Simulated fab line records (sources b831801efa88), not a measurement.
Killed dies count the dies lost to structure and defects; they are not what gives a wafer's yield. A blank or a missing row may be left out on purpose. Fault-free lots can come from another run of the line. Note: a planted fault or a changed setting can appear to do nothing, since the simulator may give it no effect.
Which tool did it? :: flow sky130 :: 36 wafers from 12 lots sampled at 5 of the route's 708 steps

== WHAT EACH GAUGE READ, for each wafer ==
SKY_SONOS_ONO_CD_MEAS_13: the cd target is 410 nm.
lot: L928
measured: day 13 16:39
on: cd sem-01
cd nm (nm): 406.1 406.2 405.3

lot: L929
measured: day 14 07:17
on: cd sem-01
cd nm (nm): 408.8 410.9 411.3

lot: L930
measured: day 14 12:33
on: cd sem-02
cd nm (nm): 411.4 409.8 410.2

lot: L931
measured: day 14 18:21
on: cd sem-01
cd nm (nm): 413.4 411.0 412.6

lot: L932
measured: day 15 01:35
on: cd sem-02
cd nm (nm): 410.3 410.2 409.8

lot: L933
measured: day 15 10:11
on: cd sem-02
cd nm (nm): 406.7 407.3 407.5

lot: L937
measured: day 16 20:56
on: cd sem-01
cd nm (nm): 410.3 408.4 409.5

lot: L938
measured: day 17 03:16
on: cd sem-02
cd nm (nm): 412.3 409.8 413.2

lot: L942
measured: day 18 18:36
on: cd sem-02
cd nm (nm): 411.5 410.1 410.5

lot: L944
measured: day 19 19:01
on: cd sem-01
cd nm (nm): 409.0 409.5 409.6

lot: L946
measured: day 20 08:39
on: cd sem-02
cd nm (nm): 415.3 414.7 413.7

lot: L949
measured: day 21 09:26
on: cd sem-02
cd nm (nm): 410.8 411.8 410.1

SKY_LDD_N_OVL_MEAS_07.
lot: L928
measured: day 18 21:10
on: overlay-01
LDD_N_OVL (nm): -0.4 -0.4 2.6

lot: L929
measured: day 19 18:16
on: overlay-02
LDD_N_OVL (nm): -0.5 -0.7 -1.2

lot: L930
measured: day 20 01:37
on: overlay-01
LDD_N_OVL (nm): -1.4 -2.0 0.1

lot: L931
measured: day 20 06:41
on: overlay-02
LDD_N_OVL (nm): 71.8 73.0 72.4

lot: L932
measured: day 20 17:51
on: overlay-01
LDD_N_OVL (nm): -0.5 -0.8 -0.7

lot: L933
measured: day 21 01:23
on: overlay-02
LDD_N_OVL (nm): 71.6 75.2 73.6

lot: L937
measured: day 22 16:14
on: overlay-02
LDD_N_OVL (nm): 74.4 72.9 73.1

lot: L938
measured: day 22 21:30
on: overlay-02
LDD_N_OVL (nm): 73.5 74.4 73.2

lot: L942
measured: day 24 15:38
on: overlay-02
LDD_N_OVL (nm): -0.5 -0.7 -0.7

lot: L944
measured: day 25 19:18
on: overlay-02
LDD_N_OVL (nm): 0.1 -0.8 0.3

lot: L946
measured: day 26 03:08
on: overlay-01
LDD_N_OVL (nm): -1.2 1.3 -1.0

lot: L949
measured: day 27 02:24
on: overlay-02
LDD_N_OVL (nm): 1.4 0.9 0.2

SKY_LDD_N_TW_MEAS_17.
lot: L928
measured: day 18 22:31
on: film metro-03
LDD_N_TW: 2556 2554 2553

lot: L929
measured: day 19 19:37
on: film metro-03
LDD_N_TW: 2549 2557 2558

lot: L930
measured: day 20 02:58
on: film metro-02
LDD_N_TW: 2582 2590 2602

lot: L931
measured: day 20 08:02
on: film metro-02
LDD_N_TW: 2599 2598 2592

lot: L932
measured: day 20 19:11
on: film metro-02
LDD_N_TW: 2602 2585 2595

lot: L933
measured: day 21 02:44
on: film metro-02
LDD_N_TW: 2585 2579 2564

lot: L937
measured: day 22 17:35
on: film metro-02
LDD_N_TW: 2594 2598 2579

lot: L938
measured: day 22 22:50
on: film metro-03
LDD_N_TW: 2547 2541 2549

lot: L942
measured: day 24 17:01
on: film metro-01
LDD_N_TW: 2614 2594 2601

lot: L944
measured: day 25 20:38
on: film metro-02
LDD_N_TW: 2586 2596 2578

lot: L946
measured: day 26 04:29
on: film metro-02
LDD_N_TW: 2598 2586 2594

lot: L949
measured: day 27 03:44
on: film metro-01
LDD_N_TW: 2555 2568 2581

== TOOL THAT RAN EACH LOT (tool first, then ch and the chambers of the sampled wafers, then the start) ==
lot: L928
SKY_SONOS_ONO_ETCH_15: rie diel-04 ch 1,2,3, day 13 16:45
SKY_LDD_N_EXPOSE_04: iline stepper-02 ch 0, day 18 06:02

lot: L929
SKY_SONOS_ONO_ETCH_15: rie diel-01 ch 0,1, day 14 07:24
SKY_LDD_N_EXPOSE_04: iline stepper-02 ch 0, day 19 01:56

lot: L930
SKY_SONOS_ONO_ETCH_15: rie diel-01 ch 0,3, day 14 12:39
SKY_LDD_N_EXPOSE_04: iline stepper-01 ch 0, day 19 09:31

lot: L931
SKY_SONOS_ONO_ETCH_15: rie diel-04 ch 0,2,3, day 14 18:31
SKY_LDD_N_EXPOSE_04: iline stepper-02 ch 0, day 19 14:37

lot: L932
SKY_SONOS_ONO_ETCH_15: rie diel-01 ch 1,2,3, day 15 01:45
SKY_LDD_N_EXPOSE_04: iline stepper-01 ch 0, day 20 00:46

lot: L933
SKY_SONOS_ONO_ETCH_15: rie diel-04 ch 0,2, day 15 10:21
SKY_LDD_N_EXPOSE_04: iline stepper-02 ch 0, day 20 09:10

lot: L937
SKY_SONOS_ONO_ETCH_15: rie diel-04 ch 0,1,2, day 16 21:06
SKY_LDD_N_EXPOSE_04: iline stepper-02 ch 0, day 22 00:01

lot: L938
SKY_SONOS_ONO_ETCH_15: rie diel-01 ch 0,1,2, day 17 03:24
SKY_LDD_N_EXPOSE_04: iline stepper-02 ch 0, day 22 06:10

lot: L942
SKY_SONOS_ONO_ETCH_15: rie diel-04 ch 0,2,3, day 18 18:46
SKY_LDD_N_EXPOSE_04: iline stepper-01 ch 0, day 23 23:37

lot: L944
SKY_SONOS_ONO_ETCH_15: rie diel-02 ch 0,1, day 19 19:09
SKY_LDD_N_EXPOSE_04: iline stepper-01 ch 0, day 25 04:02

lot: L946
SKY_SONOS_ONO_ETCH_15: rie diel-04 ch 0,1, day 20 08:49
SKY_LDD_N_EXPOSE_04: iline stepper-01 ch 0, day 25 11:47

lot: L949
SKY_SONOS_ONO_ETCH_15: rie diel-01 ch 1,2, day 21 09:36
SKY_LDD_N_EXPOSE_04: iline stepper-01 ch 0, day 26 12:01
- SKY_SONOS_ONO_ETCH_15: etches the open film in CHF3/O2, target depth 19.52 nm, time 7.8 s.
- SKY_LDD_N_EXPOSE_04: exposes mask NTM, target cd 840 nm.

== WHAT THE TOOLS THEMSELVES READ (means of the sampled wafers that have a number; where no wafer has one, the mark that the record gives instead) ==
SKY_SONOS_ONO_ETCH_15.
lot: L928
tool: rie diel-04
bias w (W): 200.2
drypump motor current A (A): 6.0
oes product au (a.u.): 1.011
throttle valve pct (%): 8.822

lot: L929
tool: rie diel-01
bias w (W): 200.1
drypump motor current A (A): 6.1
oes product au (a.u.): 0.996
throttle valve pct (%): 8.833

lot: L930
tool: rie diel-01
bias w (W): 199.1
drypump motor current A (A): 5.4
oes product au (a.u.): 1.003
throttle valve pct (%): 8.824

lot: L931
tool: rie diel-04
bias w (W): 200.7
drypump motor current A (A): 5.7
oes product au (a.u.): 1.012
throttle valve pct (%): 8.818

lot: L932
tool: rie diel-01
bias w (W): 200.1
drypump motor current A (A): 5.5
oes product au (a.u.): 0.997
throttle valve pct (%): 8.817

lot: L933
tool: rie diel-04
bias w (W): 200.3
drypump motor current A (A): 5.6
oes product au (a.u.): 1.012
throttle valve pct (%): 8.832

lot: L937
tool: rie diel-04
bias w (W): 199.9
drypump motor current A (A): 5.8
oes product au (a.u.): 1.012
throttle valve pct (%): 8.824

lot: L938
tool: rie diel-01
bias w (W): 199.8
drypump motor current A (A): 5.8
oes product au (a.u.): 0.996
throttle valve pct (%): 8.823

lot: L942
tool: rie diel-04
bias w (W): 200.1
drypump motor current A (A): 5.7
oes product au (a.u.): 1.011
throttle valve pct (%): 8.834

lot: L944
tool: rie diel-02
bias w (W): 199.8
drypump motor current A (A): 5.4
oes product au (a.u.): 0.996
throttle valve pct (%): 8.812

lot: L946
tool: rie diel-04
bias w (W): 199.7
drypump motor current A (A): 5.7
oes product au (a.u.): 1.008
throttle valve pct (%): 8.827

lot: L949
tool: rie diel-01
bias w (W): 199.9
drypump motor current A (A): 5.7
oes product au (a.u.): 0.997
throttle valve pct (%): 8.830

SKY_LDD_N_EXPOSE_04.
lot: L928
tool: iline stepper-02
exposure dose mJ cm2: 110.03
stage vel mm s (mm/s): 499.81

lot: L929
tool: iline stepper-02
exposure dose mJ cm2: 110.04
stage vel mm s (mm/s): 499.39

lot: L930
tool: iline stepper-01
exposure dose mJ cm2: 109.96
stage vel mm s (mm/s): 500.08

lot: L931
tool: iline stepper-02
exposure dose mJ cm2: 109.98
stage vel mm s (mm/s): 499.78

lot: L932
tool: iline stepper-01
exposure dose mJ cm2: 110.02
stage vel mm s (mm/s): 500.13

lot: L933
tool: iline stepper-02
exposure dose mJ cm2: 110.17
stage vel mm s (mm/s): 500.15

lot: L937
tool: iline stepper-02
exposure dose mJ cm2: 109.91
stage vel mm s (mm/s): 500.14

lot: L938
tool: iline stepper-02
exposure dose mJ cm2: 110.03
stage vel mm s (mm/s): 499.78

lot: L942
tool: iline stepper-01
exposure dose mJ cm2: 110.06
stage vel mm s (mm/s): 500.37

lot: L944
tool: iline stepper-01
exposure dose mJ cm2: 109.97
stage vel mm s (mm/s): 500.34

lot: L946
tool: iline stepper-01
exposure dose mJ cm2: 109.90
stage vel mm s (mm/s): 500.13

lot: L949
tool: iline stepper-01
exposure dose mJ cm2: 109.99
stage vel mm s (mm/s): 499.91

== THE ANSWER, worked out from the rows above alone ==
Rule: the lots themselves supply what counts as usual. The widest of any qualifying gaps counts: lots, ordered by their means at a reading, are off when they make up no more than a third of the lots, leave a main group of 4 or more, and stand apart from it by 3 or more times the standard deviation of that group's means. If all means in a main group match to the digits the tables above print for the reading, that group is not used. Also off: a lot with no number at a reading for which 4 or more lots have one. Any other lot the step has rows for is counted as sound. After the gauges, taken in route order, come the tools' own readings; for these a lot's mean is taken, as printed above. At the first step where some lot is off, the reading lying furthest off is the one used; lots without a number count as furthest.
Off: L931, L933, L937, L938, at SKY_LDD_N_OVL_MEAS_07 (LDD_N_OVL). The main group: mean -0.3 nm, standard deviation 0.64.
If a tool, at a process step before that reading, ran all the lots that are off and no sound lot after the first of them, it fits. Gauges at SKY_LDD_N_OVL_MEAS_07: tried the same way as those tools. One fits: SKY_LDD_N_EXPOSE_04 on iline stepper-02. Its last sound lot is L929 (day 19 01:56), its first lot that is off L931 (day 19 14:37): a fault that began between those two fits.

== WHAT THE SIMULATOR PUT IN ==
Scanner matching overlay: iline stepper-02, from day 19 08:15 on, at SKY_LDD_N_EXPOSE_04. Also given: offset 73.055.
Lots struck among those shown: L931, L933, L937, L938. This agrees with what the rule above found.
